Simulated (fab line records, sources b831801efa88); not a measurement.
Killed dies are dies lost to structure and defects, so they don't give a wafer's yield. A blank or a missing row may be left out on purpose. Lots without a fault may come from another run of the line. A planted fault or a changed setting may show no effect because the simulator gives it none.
Problem report in the 8D (eight disciplines) form, filled by code | flow gf180mcu | the parts of the form that need people (team, actions taken, sign-off) are left out

1. THE PROBLEM
MVPSD_TW at GF_MVPSD_TW_MEAS_11 reads a mean of 573.6 on 6 wafers of 2 lots; wafers without a fault read 556.9 with a standard deviation of 2.4. That is +7.0 standard deviations from the usual mean.
First seen on wafer L445.2, day 7 04:11, on film_metro-02. The record holds 33 wafers of 11 lots with a number at this step. Rule for "out", or "out of limits": more than 4 standard deviations from the usual mean. The other wafers with a number count as sound.

2. WHAT IT IS AND WHAT IT IS NOT
question                    | is                           | is not
which readings at this step | MVPSD_TW                     | -
which lots                  | L445, L446                   | L438, L439, L440, L442, L447, L453, L457, L458, L459
which wafers of those lots  | all that have a number       | -
read on which gauges        | film_metro-02, film_metro-03 | -
when                        | from day 7 04:11             | up to then (12 sound wafers); but 15 sound wafers of L447, L453, L457, L458, L459 came after

3. SUSPECTS, AND WHAT RULES EACH OUT
Counting: a tool at a process step up to the reading stays a suspect if it ran every lot that is out and no sound lot after the first of them.
- the gauge at GF_MVPSD_TW_MEAS_11: ruled out. The wafers that are out were read on 2 gauges (film_metro-02, film_metro-03).
- implanter-04 at GF_MVPSD_IMPLANT_09: ruled out as a lasting fault. Sound lots L458, L459 ran on it after its first lot that is out, L445 (day 7 03:56).
Left after counting: nothing in the record.

4. THE CAUSE (what the simulator had put in)
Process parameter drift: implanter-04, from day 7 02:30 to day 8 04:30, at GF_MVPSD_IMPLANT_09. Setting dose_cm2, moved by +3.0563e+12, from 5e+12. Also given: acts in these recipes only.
Counting ruled it out, wrongly: the rule takes a fault to strike every lot that its tool runs from its start on, and this one did not.

5. THE CHAIN OF EFFECTS, in route order
Each row: a reading whose mean over the struck wafers that have a number lies more than 3 standard deviations from the usual. Only readings for which the record gives a usual standard deviation are gone through. hours: the time from each lot's start at the first step in this table that gives one to its start at this step, as a median over the lots. sigmas: the change in usual standard deviations.
hours | step                     | reading            | usual       | on struck wafers | change     | sigmas
0     | GF_MVPSD_IMPLANT_09      | dose_ions_cm2      | 4.998e+12   | 8.056e+12        | +3.058e+12 | +99 or more
0     | GF_MVPSD_IMPLANT_09      | faraday_current_uA | 28.2        | 45.5             | +17.3      | +29
0     | GF_MVPSD_TW_MEAS_11      | MVPSD_TW           | 556.9       | 573.6            | +16.7      | +7.0
68    | GF_VT_IMPLANT_RS_MEAS_49 | MVPSD_RS           | 1168 ohm/sq | 1058             | -110       | -31
The process steps in it:
- GF_MVPSD_IMPLANT_09
Later measuring or inspecting steps at which every struck wafer that the step has a row for has a number for every such reading, and none has moved that far: GF_V2_BOW_MEAS_05.

6. WHAT WOULD HAVE CAUGHT IT SOONER
In this record the first reading out of limits at a measuring or inspecting step was taken at day 7 04:11, 2 hours after the fault began at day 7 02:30.
The tool's own readings at GF_MVPSD_IMPLANT_09 were out on every struck wafer that the step has a row for (dose_ions_cm2, faraday_current_uA): an alarm limit on them would have fired on the first of those.
